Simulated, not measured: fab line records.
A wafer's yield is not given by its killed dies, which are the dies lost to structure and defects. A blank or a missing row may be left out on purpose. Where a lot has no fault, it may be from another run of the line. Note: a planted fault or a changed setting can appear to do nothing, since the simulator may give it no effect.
fab line records / flow gf180mcu / part 2 of 2: steps 31 to 43 of 43
[record] lots = 5 wafers = 15 last-day = 32
route steps=602 shown VT_IMPLANT@105 MVSD@136 NWELL@137 LVPWELL@138 MVPSD@139 DUAL_GATE@141
lots that met no fault: taken from a fault-free run of the same line
start-h: hours from the record's opening day to when the first of the lot's shown wafers began / wait-h: time in hours since the lot's previous step / " repeats the value in the row above / L1.1+2: a single row standing in for several wafers / - no value, or no start was given / * or withheld: withheld / < > ~ a bound
route shown NAME@n: names a module that has steps shown in the file, with the first one's number in the route / usual: the fault-free wafers' mean and standard deviation / same: alike in all rows / chamber/n: place in a boat / sites: readings site by site / _std_site: standard deviation of those values / _edge_site: outer sites' mean less inner sites' / radius-mm: for every site, how far away it sits from the centre of the wafer / mask NAME#n: copy n / behind: tool/chamber where the wafer was last shaped / hold: the reason the lot was held/the length of the hold in hours/how it ended / device: transistor that didn't switch, given as n, p or np / end of line: tests of these same wafers at the route's end / a step given without rows: its recipe and nothing more / killed: not the wafer's yield, but the dies lost to structure and defects at the first sort / map: dies across one wafer; x = killed, . = not, _ = none there
set.NAME: the setting as run; set.NAME@STEP: as run at that earlier step / model.NAME: the simulator's own value behind a step, which no gauge read
lots at selected steps of the route; one table per step, one row per wafer
services: from which hour (start-h, from the record's first day; less than 0 if before it) a tool's chamber was out of use, for how many hours, and why
[[steps]]
[step GF_VT_IMPLANT_RTA_45]
[recipe] temp-c = 1050 time-s = 30 ambient = N2
[usual] anneal-temp-c-max = 1054.7/0.96 lamp-power-pct = 34/3.6 wafer_temp_C_max = 1055.2/1.1
lot.wafer=L074.3 tool=rtp-anneal-02 chamber=0 start-h=159.94 wait-h=0.0 anneal-temp-c-max=1055.0 lamp-power-pct=37 wafer_temp_C_max=1053.8
lot.wafer=L074.4 tool=rtp-anneal-02 chamber=0 start-h=159.94 wait-h=0.0 anneal-temp-c-max=1054.8 lamp-power-pct=37 wafer_temp_C_max=1054.0
lot.wafer=L074.6 tool=rtp-anneal-02 chamber=0 start-h=159.94 wait-h=0.0 anneal-temp-c-max=1053.7 lamp-power-pct=37 wafer_temp_C_max=1055.5
lot.wafer=L075.2 tool=rtp-anneal-01 chamber=0 start-h=164.21 wait-h=0.0 anneal-temp-c-max=1055.8 lamp-power-pct=30 wafer_temp_C_max=1056.2
lot.wafer=L075.3 tool=rtp-anneal-01 chamber=0 start-h=164.21 wait-h=0.0 anneal-temp-c-max=1053.8 lamp-power-pct=30 wafer_temp_C_max=1055.6
lot.wafer=L075.6 tool=rtp-anneal-01 chamber=0 start-h=164.21 wait-h=0.0 anneal-temp-c-max=1053.7 lamp-power-pct=30 wafer_temp_C_max=1055.6
lot.wafer=L083.3 tool=rtp-anneal-01 chamber=0 start-h=218.63 wait-h=0.0 anneal-temp-c-max=1053.7 lamp-power-pct=30 wafer_temp_C_max=1055.9
lot.wafer=L083.5 tool=rtp-anneal-01 chamber=0 start-h=218.63 wait-h=0.0 anneal-temp-c-max=1054.6 lamp-power-pct=30 wafer_temp_C_max=1055.6
lot.wafer=L083.6 tool=rtp-anneal-01 chamber=0 start-h=218.63 wait-h=0.0 anneal-temp-c-max=1055.6 lamp-power-pct=30 wafer_temp_C_max=1055.7
lot.wafer=L085.2 tool=rtp-anneal-01 chamber=0 start-h=236.22 wait-h=0.0 anneal-temp-c-max=1055.6 lamp-power-pct=30 wafer_temp_C_max=1055.7
lot.wafer=L085.4 tool=rtp-anneal-01 chamber=0 start-h=236.22 wait-h=0.0 anneal-temp-c-max=1054.2 lamp-power-pct=30 wafer_temp_C_max=1056.2
lot.wafer=L085.6 tool=rtp-anneal-01 chamber=0 start-h=236.22 wait-h=0.0 anneal-temp-c-max=1055.6 lamp-power-pct=30 wafer_temp_C_max=1054.4
lot.wafer=L089.1 tool=rtp-anneal-02 chamber=0 start-h=258.90 wait-h=0.0 anneal-temp-c-max=1052.7 lamp-power-pct=37 wafer_temp_C_max=1053.4
lot.wafer=L089.2 tool=rtp-anneal-02 chamber=0 start-h=258.90 wait-h=0.0 anneal-temp-c-max=1053.9 lamp-power-pct=37 wafer_temp_C_max=1058.0
lot.wafer=L089.3 tool=rtp-anneal-02 chamber=0 start-h=258.90 wait-h=0.0 anneal-temp-c-max=1055.9 lamp-power-pct=37 wafer_temp_C_max=1053.3
[step GF_VT_IMPLANT_RS_MEAS_46]
[recipe] thk-meas-gauge = four-point-probe
[usual] MVSD_RS = 456.5/1.2
lot.wafer=L074.3 tool=film-metro-01 chamber=- start-h=160.05 wait-h=0.1 MVSD_RS[ohm/sq]=455.8
lot.wafer=L074.4 tool=film-metro-01 chamber=- start-h=160.05 wait-h=0.1 MVSD_RS[ohm/sq]=456.1
lot.wafer=L074.6 tool=film-metro-01 chamber=- start-h=160.05 wait-h=0.1 MVSD_RS[ohm/sq]=455.7
lot.wafer=L075.2 tool=film-metro-01 chamber=- start-h=164.32 wait-h=0.1 MVSD_RS[ohm/sq]=456.8
lot.wafer=L075.3 tool=film-metro-01 chamber=- start-h=164.32 wait-h=0.1 MVSD_RS[ohm/sq]=456.0
lot.wafer=L075.6 tool=film-metro-01 chamber=- start-h=164.32 wait-h=0.1 MVSD_RS[ohm/sq]=455.8
lot.wafer=L083.3 tool=film-metro-01 chamber=- start-h=218.74 wait-h=0.1 MVSD_RS[ohm/sq]=457.9
lot.wafer=L083.5 tool=film-metro-01 chamber=- start-h=218.74 wait-h=0.1 MVSD_RS[ohm/sq]=457.3
lot.wafer=L083.6 tool=film-metro-01 chamber=- start-h=218.74 wait-h=0.1 MVSD_RS[ohm/sq]=459.0
lot.wafer=L085.2 tool=film-metro-04 chamber=- start-h=236.32 wait-h=0.1 MVSD_RS[ohm/sq]=456.3
lot.wafer=L085.4 tool=film-metro-04 chamber=- start-h=236.32 wait-h=0.1 MVSD_RS[ohm/sq]=456.0
lot.wafer=L085.6 tool=film-metro-04 chamber=- start-h=236.32 wait-h=0.1 MVSD_RS[ohm/sq]=456.1
lot.wafer=L089.1 tool=film-metro-02 chamber=- start-h=259.00 wait-h=0.1 MVSD_RS[ohm/sq]=456.5
lot.wafer=L089.2 tool=film-metro-02 chamber=- start-h=259.00 wait-h=0.1 MVSD_RS[ohm/sq]=457.2
lot.wafer=L089.3 tool=film-metro-02 chamber=- start-h=259.00 wait-h=0.1 MVSD_RS[ohm/sq]=456.5
[step GF_VT_IMPLANT_RS_MEAS_47]
[recipe] thk-meas-gauge = four-point-probe
[usual] NWELL_RS = 487.3/1.6
lot.wafer=L074.3 tool=film-metro-01 chamber=- start-h=160.17 wait-h=0.1 NWELL_RS[ohm/sq]=487.9
lot.wafer=L074.4 tool=film-metro-01 chamber=- start-h=160.17 wait-h=0.1 NWELL_RS[ohm/sq]=488.0
lot.wafer=L074.6 tool=film-metro-01 chamber=- start-h=160.17 wait-h=0.1 NWELL_RS[ohm/sq]=489.6
lot.wafer=L075.2 tool=film-metro-01 chamber=- start-h=164.44 wait-h=0.1 NWELL_RS[ohm/sq]=484.9
lot.wafer=L075.3 tool=film-metro-01 chamber=- start-h=164.44 wait-h=0.1 NWELL_RS[ohm/sq]=486.2
lot.wafer=L075.6 tool=film-metro-01 chamber=- start-h=164.44 wait-h=0.1 NWELL_RS[ohm/sq]=485.9
lot.wafer=L083.3 tool=film-metro-01 chamber=- start-h=218.86 wait-h=0.1 NWELL_RS[ohm/sq]=487.9
lot.wafer=L083.5 tool=film-metro-01 chamber=- start-h=218.86 wait-h=0.1 NWELL_RS[ohm/sq]=489.1
lot.wafer=L083.6 tool=film-metro-01 chamber=- start-h=218.86 wait-h=0.1 NWELL_RS[ohm/sq]=488.5
lot.wafer=L085.2 tool=film-metro-04 chamber=- start-h=236.44 wait-h=0.1 NWELL_RS[ohm/sq]=485.4
lot.wafer=L085.4 tool=film-metro-04 chamber=- start-h=236.44 wait-h=0.1 NWELL_RS[ohm/sq]=486.9
lot.wafer=L085.6 tool=film-metro-04 chamber=- start-h=236.44 wait-h=0.1 NWELL_RS[ohm/sq]=485.5
lot.wafer=L089.1 tool=film-metro-02 chamber=- start-h=259.12 wait-h=0.1 NWELL_RS[ohm/sq]=487.1
lot.wafer=L089.2 tool=film-metro-02 chamber=- start-h=259.12 wait-h=0.1 NWELL_RS[ohm/sq]=487.0
lot.wafer=L089.3 tool=film-metro-02 chamber=- start-h=259.12 wait-h=0.1 NWELL_RS[ohm/sq]=487.0
[step GF_VT_IMPLANT_RS_MEAS_48]
[recipe] thk-meas-gauge = four-point-probe
[usual] LVPWELL_RS = 1196/3.1
lot.wafer=L074.3 tool=film-metro-01 chamber=- start-h=160.29 wait-h=0.1 LVPWELL_RS[ohm/sq]=1193
lot.wafer=L074.4 tool=film-metro-01 chamber=- start-h=160.29 wait-h=0.1 LVPWELL_RS[ohm/sq]=1191
lot.wafer=L074.6 tool=film-metro-01 chamber=- start-h=160.29 wait-h=0.1 LVPWELL_RS[ohm/sq]=1196
lot.wafer=L075.2 tool=film-metro-01 chamber=- start-h=164.56 wait-h=0.1 LVPWELL_RS[ohm/sq]=1194
lot.wafer=L075.3 tool=film-metro-01 chamber=- start-h=164.56 wait-h=0.1 LVPWELL_RS[ohm/sq]=1190
lot.wafer=L075.6 tool=film-metro-01 chamber=- start-h=164.56 wait-h=0.1 LVPWELL_RS[ohm/sq]=1192
lot.wafer=L083.3 tool=film-metro-01 chamber=- start-h=218.98 wait-h=0.1 LVPWELL_RS[ohm/sq]=1194
lot.wafer=L083.5 tool=film-metro-01 chamber=- start-h=218.98 wait-h=0.1 LVPWELL_RS[ohm/sq]=1192
lot.wafer=L083.6 tool=film-metro-01 chamber=- start-h=218.98 wait-h=0.1 LVPWELL_RS[ohm/sq]=1197
lot.wafer=L085.2 tool=film-metro-04 chamber=- start-h=236.56 wait-h=0.1 LVPWELL_RS[ohm/sq]=1198
lot.wafer=L085.4 tool=film-metro-04 chamber=- start-h=236.56 wait-h=0.1 LVPWELL_RS[ohm/sq]=1194
lot.wafer=L085.6 tool=film-metro-04 chamber=- start-h=236.56 wait-h=0.1 LVPWELL_RS[ohm/sq]=1198
lot.wafer=L089.1 tool=film-metro-02 chamber=- start-h=259.24 wait-h=0.1 LVPWELL_RS[ohm/sq]=1196
lot.wafer=L089.2 tool=film-metro-02 chamber=- start-h=259.24 wait-h=0.1 LVPWELL_RS[ohm/sq]=1192
lot.wafer=L089.3 tool=film-metro-02 chamber=- start-h=259.24 wait-h=0.1 LVPWELL_RS[ohm/sq]=1190
[step GF_VT_IMPLANT_RS_MEAS_49]
[recipe] thk-meas-gauge = four-point-probe
[usual] MVPSD_RS = 1167.9/2.7
lot.wafer=L074.3 tool=film-metro-01 chamber=- start-h=160.41 wait-h=0.1 MVPSD_RS[ohm/sq]=1167.2
lot.wafer=L074.4 tool=film-metro-01 chamber=- start-h=160.41 wait-h=0.1 MVPSD_RS[ohm/sq]=1167.9
lot.wafer=L074.6 tool=film-metro-01 chamber=- start-h=160.41 wait-h=0.1 MVPSD_RS[ohm/sq]=1166.2
lot.wafer=L075.2 tool=film-metro-01 chamber=- start-h=164.68 wait-h=0.1 MVPSD_RS[ohm/sq]=1163.4
lot.wafer=L075.3 tool=film-metro-01 chamber=- start-h=164.68 wait-h=0.1 MVPSD_RS[ohm/sq]=1165.1
lot.wafer=L075.6 tool=film-metro-01 chamber=- start-h=164.68 wait-h=0.1 MVPSD_RS[ohm/sq]=1166.9
lot.wafer=L083.3 tool=film-metro-01 chamber=- start-h=219.10 wait-h=0.1 MVPSD_RS[ohm/sq]=1170.6
lot.wafer=L083.5 tool=film-metro-01 chamber=- start-h=219.10 wait-h=0.1 MVPSD_RS[ohm/sq]=1166.5
lot.wafer=L083.6 tool=film-metro-01 chamber=- start-h=219.10 wait-h=0.1 MVPSD_RS[ohm/sq]=1168.7
lot.wafer=L085.2 tool=film-metro-04 chamber=- start-h=236.68 wait-h=0.1 MVPSD_RS[ohm/sq]=1165.5
lot.wafer=L085.4 tool=film-metro-04 chamber=- start-h=236.68 wait-h=0.1 MVPSD_RS[ohm/sq]=1166.5
lot.wafer=L085.6 tool=film-metro-04 chamber=- start-h=236.68 wait-h=0.1 MVPSD_RS[ohm/sq]=1168.6
lot.wafer=L089.1 tool=film-metro-02 chamber=- start-h=259.36 wait-h=0.1 MVPSD_RS[ohm/sq]=1173.1
lot.wafer=L089.2 tool=film-metro-02 chamber=- start-h=259.36 wait-h=0.1 MVPSD_RS[ohm/sq]=1167.3
lot.wafer=L089.3 tool=film-metro-02 chamber=- start-h=259.36 wait-h=0.1 MVPSD_RS[ohm/sq]=1175.0
[step GF_VT_IMPLANT_WET_ETCH_50]
[recipe] chemistry = dHF target-depth-nm = 20 target = SiO2 temp-c = 25 dilution = 100:1 time-s = 400
lot.wafer=L074.3+4+6 tool=wet-bench-01 chamber=3 start-h=160.49 wait-h=0.1
lot.wafer=L075.2+3+6 tool=wet-bench-04 chamber=0 start-h=164.78 wait-h=0.1
lot.wafer=L083.3+5+6 tool=wet-bench-01 chamber=2 start-h=219.18 wait-h=0.1
lot.wafer=L085.2+4+6 tool=wet-bench-04 chamber=2 start-h=236.78 wait-h=0.1
lot.wafer=L089.1+2+3 tool=wet-bench-03 chamber=1 start-h=259.48 wait-h=0.1
[step GF_DUAL_GATE_CLEAN_00]
[recipe] chemistry = SC1/SC2 mix = 1:4:20 temp-c = 70 time-s = 150
[usual] bath-guard-temp-C = 69.9/0.5
lot.wafer=L074.3 tool=wet-bench-03 chamber=3 start-h=160.61 wait-h=0.0 bath-guard-temp-C=70.8
lot.wafer=L074.4 tool=wet-bench-03 chamber=3 start-h=160.61 wait-h=0.0 bath-guard-temp-C=70.3
lot.wafer=L074.6 tool=wet-bench-03 chamber=3 start-h=160.61 wait-h=0.0 bath-guard-temp-C=70.5
lot.wafer=L075.2 tool=wet-bench-04 chamber=0 start-h=165.02 wait-h=0.0 bath-guard-temp-C=69.7
lot.wafer=L075.3 tool=wet-bench-04 chamber=0 start-h=165.02 wait-h=0.0 bath-guard-temp-C=69.7
lot.wafer=L075.6 tool=wet-bench-04 chamber=0 start-h=165.02 wait-h=0.0 bath-guard-temp-C=70.1
lot.wafer=L083.3 tool=wet-bench-04 chamber=3 start-h=219.30 wait-h=0.0 bath-guard-temp-C=69.9
lot.wafer=L083.5 tool=wet-bench-04 chamber=3 start-h=219.30 wait-h=0.0 bath-guard-temp-C=69.8
lot.wafer=L083.6 tool=wet-bench-04 chamber=3 start-h=219.30 wait-h=0.0 bath-guard-temp-C=69.5
lot.wafer=L085.2 tool=wet-bench-03 chamber=2 start-h=236.91 wait-h=0.0 bath-guard-temp-C=70.4
lot.wafer=L085.4 tool=wet-bench-03 chamber=2 start-h=236.91 wait-h=0.0 bath-guard-temp-C=70.8
lot.wafer=L085.6 tool=wet-bench-03 chamber=2 start-h=236.91 wait-h=0.0 bath-guard-temp-C=70.8
lot.wafer=L089.1 tool=wet-bench-04 chamber=0 start-h=259.60 wait-h=0.0 bath-guard-temp-C=69.5
lot.wafer=L089.2 tool=wet-bench-04 chamber=0 start-h=259.60 wait-h=0.0 bath-guard-temp-C=70.2
lot.wafer=L089.3 tool=wet-bench-04 chamber=0 start-h=259.60 wait-h=0.0 bath-guard-temp-C=69.7
[step GF_DUAL_GATE_CLEAN_01]
[recipe] chemistry = dHF time-s = 20 dilution = 100:1 dry = ipa-marangoni
lot.wafer=L074.3+4+6 tool=wet-bench-01 chamber=1 start-h=160.66 wait-h=0.0
lot.wafer=L075.2+3+6 tool=wet-bench-04 chamber=1 start-h=165.12 wait-h=0.0
lot.wafer=L083.3+5+6 tool=wet-bench-03 chamber=3 start-h=219.35 wait-h=0.0
lot.wafer=L085.2+4+6 tool=wet-bench-04 chamber=3 start-h=236.96 wait-h=0.0
lot.wafer=L089.1+2+3 tool=wet-bench-01 chamber=1 start-h=259.65 wait-h=0.0
[step GF_DUAL_GATE_OXIDATION_02]
[recipe] temp-c = 900 ambient = O2 stabilise-s = 600 purge-s = 300 target-thk-a = 108.87 ox-time-s = 1602
lot.wafer=L074.3+4+6 tool=furnace-01 chamber=0 start-h=161.51 wait-h=0.8
lot.wafer=L075.2+3+6 tool=furnace-02 chamber=0 start-h=166.59 wait-h=1.4
lot.wafer=L083.3+5+6 tool=furnace-02 chamber=0 start-h=220.47 wait-h=1.1
lot.wafer=L085.2+4+6 tool=furnace-02 chamber=0 start-h=236.98 wait-h=0.0
lot.wafer=L089.1+2+3 tool=furnace-01 chamber=0 start-h=259.66 wait-h=0.0
[step GF_DUAL_GATE_THK_MEAS_03]
[recipe] reads = SiO2_of_DUAL_GATE_OXIDATION_02
[usual] DUAL_GATE_OXIDATION_00_THK = 10.94/0.23
lot.wafer=L074.3 tool=film-metro-03 chamber=- start-h=162.98 wait-h=0.0 DUAL_GATE_OXIDATION_00_THK[nm]=11.21
lot.wafer=L074.4 tool=film-metro-03 chamber=- start-h=162.98 wait-h=0.0 DUAL_GATE_OXIDATION_00_THK[nm]=11.15
lot.wafer=L074.6 tool=film-metro-03 chamber=- start-h=162.98 wait-h=0.0 DUAL_GATE_OXIDATION_00_THK[nm]=11.07
lot.wafer=L075.2 tool=film-metro-03 chamber=- start-h=168.05 wait-h=0.0 DUAL_GATE_OXIDATION_00_THK[nm]=10.86
lot.wafer=L075.3 tool=film-metro-03 chamber=- start-h=168.05 wait-h=0.0 DUAL_GATE_OXIDATION_00_THK[nm]=10.97
lot.wafer=L075.6 tool=film-metro-03 chamber=- start-h=168.05 wait-h=0.0 DUAL_GATE_OXIDATION_00_THK[nm]=10.80
lot.wafer=L083.3 tool=film-metro-03 chamber=- start-h=221.94 wait-h=0.0 DUAL_GATE_OXIDATION_00_THK[nm]=11.22
lot.wafer=L083.5 tool=film-metro-03 chamber=- start-h=221.94 wait-h=0.0 DUAL_GATE_OXIDATION_00_THK[nm]=11.09
lot.wafer=L083.6 tool=film-metro-03 chamber=- start-h=221.94 wait-h=0.0 DUAL_GATE_OXIDATION_00_THK[nm]=11.01
lot.wafer=L085.2 tool=film-metro-03 chamber=- start-h=238.43 wait-h=0.0 DUAL_GATE_OXIDATION_00_THK[nm]=10.97
lot.wafer=L085.4 tool=film-metro-03 chamber=- start-h=238.43 wait-h=0.0 DUAL_GATE_OXIDATION_00_THK[nm]=11.13
lot.wafer=L085.6 tool=film-metro-03 chamber=- start-h=238.43 wait-h=0.0 DUAL_GATE_OXIDATION_00_THK[nm]=11.02
lot.wafer=L089.1 tool=film-metro-03 chamber=- start-h=261.11 wait-h=0.0 DUAL_GATE_OXIDATION_00_THK[nm]=11.09
lot.wafer=L089.2 tool=film-metro-03 chamber=- start-h=261.11 wait-h=0.0 DUAL_GATE_OXIDATION_00_THK[nm]=10.98
lot.wafer=L089.3 tool=film-metro-03 chamber=- start-h=261.11 wait-h=0.0 DUAL_GATE_OXIDATION_00_THK[nm]=11.16
[step GF_DUAL_GATE_DEHYDRATE_04]
[recipe] temp-c = 200 time-s = 60
[usual] heater-power-total-W = 160.36/0.12
lot.wafer=L074.3 tool=litho-track-03 chamber=0 start-h=170.86 wait-h=7.9 heater-power-total-W=160.37
lot.wafer=L074.4 tool=litho-track-03 chamber=0 start-h=170.86 wait-h=7.9 heater-power-total-W=160.42
lot.wafer=L074.6 tool=litho-track-03 chamber=0 start-h=170.86 wait-h=7.9 heater-power-total-W=160.52
lot.wafer=L075.2 tool=litho-track-02 chamber=0 start-h=175.43 wait-h=7.4 heater-power-total-W=160.39
lot.wafer=L075.3 tool=litho-track-02 chamber=0 start-h=175.43 wait-h=7.4 heater-power-total-W=160.31
lot.wafer=L075.6 tool=litho-track-02 chamber=0 start-h=175.43 wait-h=7.4 heater-power-total-W=160.33
lot.wafer=L083.3 tool=litho-track-04 chamber=0 start-h=230.11 wait-h=8.2 heater-power-total-W=160.62
lot.wafer=L083.5 tool=litho-track-04 chamber=0 start-h=230.11 wait-h=8.2 heater-power-total-W=160.36
lot.wafer=L083.6 tool=litho-track-04 chamber=0 start-h=230.11 wait-h=8.2 heater-power-total-W=160.39
lot.wafer=L085.2 tool=litho-track-04 chamber=0 start-h=246.78 wait-h=8.3 heater-power-total-W=160.25
lot.wafer=L085.4 tool=litho-track-04 chamber=0 start-h=246.78 wait-h=8.3 heater-power-total-W=160.46
lot.wafer=L085.6 tool=litho-track-04 chamber=0 start-h=246.78 wait-h=8.3 heater-power-total-W=160.36
lot.wafer=L089.1 tool=litho-track-02 chamber=0 start-h=270.15 wait-h=9.0 heater-power-total-W=160.51
lot.wafer=L089.2 tool=litho-track-02 chamber=0 start-h=270.15 wait-h=9.0 heater-power-total-W=160.37
lot.wafer=L089.3 tool=litho-track-02 chamber=0 start-h=270.15 wait-h=9.0 heater-power-total-W=160.38
[step GF_DUAL_GATE_HMDS_05]
[recipe] prime-time-s = 60 prime-temp-c = 120
lot.wafer=L074.3+4+6 tool=litho-track-03 chamber=0 start-h=171.01 wait-h=0.1
lot.wafer=L075.2+3+6 tool=litho-track-02 chamber=0 start-h=175.58 wait-h=0.1
lot.wafer=L083.3+5+6 tool=litho-track-04 chamber=0 start-h=230.26 wait-h=0.1
lot.wafer=L085.2+4+6 tool=litho-track-04 chamber=0 start-h=246.93 wait-h=0.1
lot.wafer=L089.1+2+3 tool=litho-track-02 chamber=0 start-h=270.30 wait-h=0.1
[step GF_DUAL_GATE_COAT_06]
[recipe] resist = NOVOLAK spin-rpm = 3000 resist-thk-nm = 1000
lot.wafer=L074.3+4+6 tool=litho-track-03 chamber=0 start-h=171.16 wait-h=0.1
lot.wafer=L075.2+3+6 tool=litho-track-02 chamber=0 start-h=175.73 wait-h=0.1
lot.wafer=L083.3+5+6 tool=litho-track-04 chamber=0 start-h=230.41 wait-h=0.1
lot.wafer=L085.2+4+6 tool=litho-track-04 chamber=0 start-h=247.08 wait-h=0.1
lot.wafer=L089.1+2+3 tool=litho-track-02 chamber=0 start-h=270.45 wait-h=0.1
[[services]]
tool=implanter-04 chamber=- start-h=101.98 hours=6.5 kind=pm
tool=plasma-asher-01 chamber=- start-h=108.75 hours=9.0 kind=pm
tool=plasma-asher-01 chamber=0 start-h=108.75 hours=9.0 kind=vent-cycle
tool=plasma-asher-01 chamber=1 start-h=108.75 hours=9.0 kind=vent-cycle
tool=plasma-asher-01 chamber=0 start-h=117.75 hours=- kind=clean
tool=plasma-asher-01 chamber=1 start-h=117.75 hours=- kind=clean
tool=implanter-04 chamber=- start-h=121.06 hours=2.3 kind=repair
tool=implanter-04 chamber=- start-h=125.00 hours=57.1 kind=pm
tool=implanter-02 chamber=- start-h=126.16 hours=0.6 kind=repair
tool=iline-stepper-01 chamber=0 start-h=128.60 hours=- kind=calibration
tool=iline-stepper-01 chamber=- start-h=135.49 hours=2.3 kind=repair
tool=plasma-asher-03 chamber=- start-h=139.57 hours=2.4 kind=repair
tool=iline-stepper-01 chamber=- start-h=143.80 hours=3.6 kind=repair
tool=iline-stepper-02 chamber=0 start-h=160.56 hours=- kind=calibration
tool=iline-stepper-02 chamber=- start-h=162.59 hours=1.7 kind=pm
tool=wet-bench-01 chamber=- start-h=163.03 hours=3.1 kind=repair
tool=iline-stepper-01 chamber=- start-h=173.13 hours=3.5 kind=repair
tool=plasma-asher-04 chamber=- start-h=174.74 hours=1.2 kind=repair
tool=implanter-04 chamber=- start-h=203.15 hours=5.5 kind=pm
tool=furnace-01 chamber=- start-h=203.82 hours=2.3 kind=pm
tool=furnace-02 chamber=- start-h=212.91 hours=5.0 kind=pm
tool=wet-bench-03 chamber=- start-h=227.95 hours=3.6 kind=repair
tool=implanter-04 chamber=- start-h=247.29 hours=6.3 kind=pm
